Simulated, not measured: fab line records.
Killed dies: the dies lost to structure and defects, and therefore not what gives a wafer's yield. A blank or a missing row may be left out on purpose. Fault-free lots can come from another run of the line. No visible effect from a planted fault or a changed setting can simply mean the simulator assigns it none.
Comparing a struck lot with a sound one -- flow sky130 -- 14 out of 708 route steps
Sound: the wafers L770.2, L770.4, L770.6. The struck wafers were L762.2, L762.3, L762.4. At the end, the cause is stated.
Order at every step that has rows: each side's tool, ch and its chambers, its first start. Under that, the readings that differ: sound wafers -- struck wafers -- difference of the means -- sigmas: that difference in standard deviations of wafers without a fault.
alike: a reading whose means differ by less than 2 such deviations, as well as words and numbers matching on both sides. not compared: withheld readings; readings where some wafer has no value; bounds like >300 that might hide an equal value; numbers whose values overlap and for which the record gives no deviation.
The two part at a step that has a row with sigmas, a row that says differs or no value, or rows on one side only. Non-overlapping numbers with no deviation appear without sigmas and do not part them. A reading missing from all wafers of one side parts the sides only when that side holds two or more wafers.

SKY_METAL2_SPUTTER_00: material Ti, target thk 15 nm, time 10 s.
  sound on pvdSputter-02 at day 39 13:21; struck on pvdSputter-01 at day 36 22:31
  alike: throttleValvePct
SKY_METAL2_SPUTTER_01: material TiN, target thk 20 nm, time 16.7 s.
  sound on pvdSputter-02 at day 39 13:22; struck on pvdSputter-01 at day 36 22:32
  alike: throttleValvePct
SKY_METAL2_SPUTTER_02: material AlCu, target thk 250 nm, time 13.3 s.
  sound on pvdSputter-02 at day 39 13:24; struck on pvdSputter-01 at day 36 22:34
  alike: throttleValvePct
SKY_METAL2_SPUTTER_03: material Ti, target thk 5 nm, time 3.3 s.
  sound on pvdSputter-02 at day 39 13:25; struck on pvdSputter-01 at day 36 22:35
  alike: throttleValvePct
SKY_METAL2_SPUTTER_04: material TiN, target thk 70 nm, time 58.3 s.
  sound on pvdSputter-02 at day 39 13:26; struck on pvdSputter-01 at day 36 22:37
  alike: throttleValvePct
SKY_METAL2_RS_MEAS_05: measurement is done with a four-point probe.
  sound on filmMetro-02 at day 39 13:31; struck on filmMetro-03 at day 36 22:41
  alike: METAL2_ALCU_RS
SKY_METAL2_THK_MEAS_06: measures by xrf.
  sound on filmMetro-02 at day 39 13:37; struck on filmMetro-03 at day 36 22:47
  alike: METAL2_ALCU_THK
then, 5 steps without rows for these wafers: SKY_METAL2_DEHYDRATE_07 (time 60 s); SKY_METAL2_HMDS_08 (prime time 60 s); SKY_METAL2_COAT_09 (resist thk 60 nm); SKY_METAL2_COAT_10 (resist thk 450 nm); SKY_METAL2_SOFTBAKE_11 (time 85.92 s).
SKY_METAL2_EXPOSE_12: exposes mask MM2, target cd 140 nm.
  struck on krfScanner-01, day 37 11:26; sound on krfScanner-01 ch 0, day 40 02:00
  no value came back on the struck wafers for exposureDoseMJCm2, focusOffsetNm (nm); on the sound wafers exposureDoseMJCm2 reads 27.982 27.964 27.954
  alike: mask
next, for these wafers, 1 step has no rows: SKY_METAL2_PEB_13.

WHERE THEY PART
SKY_METAL2_EXPOSE_12 only, going by this record.

WHY: the cause the simulator had injected
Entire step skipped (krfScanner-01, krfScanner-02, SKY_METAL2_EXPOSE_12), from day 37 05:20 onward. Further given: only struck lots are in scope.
